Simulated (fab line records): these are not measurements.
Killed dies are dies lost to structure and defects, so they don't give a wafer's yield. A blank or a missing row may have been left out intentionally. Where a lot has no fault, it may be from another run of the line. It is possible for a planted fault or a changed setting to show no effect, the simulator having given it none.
Struck lot and sound lot, side by side    flow sky130    20 out of 708 route steps
Sound: wafers L415.1, L415.3, L415.6. Wafers L420.1, L420.2, L420.4 were the ones struck. At the end, the cause is stated.
Order at every step that has rows: each side's tool, ch and its chambers, its first start. Under that, the readings that differ: sound wafers    struck wafers    difference of the means    sigmas: that difference in standard deviations of wafers without a fault.
alike: readings with means less than 2 such deviations apart, plus words and numbers identical on both sides. not compared: withheld readings, readings lacking a value on some wafer, bounds such as >300 that could conceal the same value, and numbers that have no deviation in the record and whose values overlap.
The two part at a step that has a row with sigmas, a row that says differs or no value, or rows on one side only. Numbers that have no deviation but don't overlap get no sigmas and don't part them. Lack of a reading on every wafer of one side parts them only where that side has two or more wafers.

SKY_FIELD_ISO_BOW_MEAS_00:
  sound: film-metro-01 at day 2 11:00; struck: film-metro-01 at day 3 12:00
  alike: INCOMING_BOW
then, 1 step without rows for these wafers: SKY_FIELD_ISO_OXIDATION_01 (stabilise 600 s, purge 300 s, target thk 12 nm).
SKY_FIELD_ISO_THK_MEAS_02:
  sound: film-metro-04 at day 2 15:30; struck: film-metro-04 at day 3 13:38
  alike: FIELD_ISO_OXIDATION_00_THK
then, 1 step without rows for these wafers: SKY_FIELD_ISO_CVD_03 (deposits Si3N4 from DCS/NH3, target thk 165 nm, time 2830 s).
SKY_FIELD_ISO_THK_MEAS_04:
  sound: film-metro-03 at day 2 17:20; struck: film-metro-03 at day 3 15:29
  alike: FIELD_ISO_CVD_03_THK
then, 5 steps without rows for these wafers: SKY_FIELD_ISO_DEHYDRATE_05 (time 60 s); SKY_FIELD_ISO_HMDS_06 (prime time 60 s); SKY_FIELD_ISO_COAT_07 (resist thk 60 nm); SKY_FIELD_ISO_COAT_08 (resist thk 450 nm); SKY_FIELD_ISO_SOFTBAKE_09 (time 90 s).
SKY_FIELD_ISO_EXPOSE_10: exposes mask FOM, target cd 150 nm.
  sound on krf-scanner-01 ch 0, day 3 01:19; struck on krf-scanner-01 ch 0, day 3 23:19
  alike: mask
then, 2 steps without rows for these wafers: SKY_FIELD_ISO_PEB_11; SKY_FIELD_ISO_DEVELOP_12 (develop time 60 s).
SKY_FIELD_ISO_CD_MEAS_13: the cd target is 150 nm.
  sound: cd-sem-01 at day 3 08:35; struck: cd-sem-01 at day 4 08:19
reading     sound              struck            difference  sigmas
cd-nm (nm)  149.7 148.7 149.6  117.3 133.5 90.8  -35.5       -22
  not compared: hold
SKY_FIELD_ISO_ETCH_14: etches BARC in N2/H2, stops on SiO2, time 45.9 s, target depth 60 nm.
  sound on rie-diel-04 ch 0,3, day 3 08:43; struck on rie-diel-02 ch 1,2,3, day 4 10:29
reading                     sound            struck                                                                      difference                    sigmas
hold                        - - -            await-dispo/2.0h/release await-dispo/2.0h/release await-dispo/2.0h/release  no value on the sound wafers  
model.FIELD_ISO.cd-nm (nm)  150.3 148.9 150  116.5 133.7 89.97                                                           -36.3                         
  alike: drypump-motor-current-A, oes-product-au, rf-fwd-power-W, throttle-valve-pct
  not compared: rf-hours-counter-h
SKY_FIELD_ISO_ETCH_15: etches the open film in CHF3/O2, stops on Si, target depth 180 nm, time 72 s.
  sound on rie-diel-04 ch 0,3, day 3 08:45; struck on rie-diel-02 ch 1,2,3, day 4 10:32
  alike: chf3-flow-sccm, drypump-motor-current-A, oes-product-au, rf-fwd-power-W, throttle-valve-pct
  not compared: rf-hours-counter-h
SKY_FIELD_ISO_STRIP_16: strips in O2/N2.
  sound on plasma-asher-03 ch 0, day 3 08:48; struck on plasma-asher-04 ch 0,1, day 4 10:41
  alike: drypump-motor-current-A, oes-product-au, strip-time-to-endpoint-s
  not compared: rf-hours-counter-h
SKY_FIELD_ISO_ETCH_17: etches Si in HBr/Cl2/O2, target depth 342 nm, time 97.7 s.
  sound on rie-si-01 ch 0,1,2, day 3 08:54; struck on rie-si-01 ch 0,1,2, day 4 10:47
reading                     sound            struck             difference  sigmas
model.FIELD_ISO.cd-nm (nm)  149 148.8 150.3  117.7 133.1 91.18  -35.4       
  alike: drypump-motor-current-A, oes-product-au, rf-fwd-power-W, throttle-valve-pct
  not compared: rf-hours-counter-h
then, 1 step without rows for these wafers: SKY_FIELD_ISO_WET_ETCH_18 (etches Si3N4 in H3PO4, target depth 25 nm, time 286 s).
-- the record jumps here: 44 days lie between the struck wafers' starts before and after (it left off in module FIELD_ISO and takes up again in module PAD_OPEN, whose first step shown is number 708 of the route) --
SKY_PAD_OPEN_PROBE_99:
  sound: prober-01 at day 47 04:09; struck: prober-02 at day 48 05:16
reading              sound     struck                                                                difference                    sigmas
hold                 - - -     await-dispo/1.8h/scrap await-dispo/1.8h/scrap await-dispo/1.8h/scrap  no value on the sound wafers  
killed-at-front-end  17 21 17  385 21 425                                                            +259                          +56
killed-dies          99 97 87  457 93 492                                                            +253                          +27
killed-on-rim        20 17 20  71 26 96                                                              +45                           +13
  alike: killed_at_M0_to_M3, killed_at_M4_up, killed-at-contacts, killed-at-other, killed-open, killed-short

WHERE THEY PART
Last at SKY_PAD_OPEN_PROBE_99 as far as this record goes, first at SKY_FIELD_ISO_CD_MEAS_13.

WHY: the cause the simulator had injected
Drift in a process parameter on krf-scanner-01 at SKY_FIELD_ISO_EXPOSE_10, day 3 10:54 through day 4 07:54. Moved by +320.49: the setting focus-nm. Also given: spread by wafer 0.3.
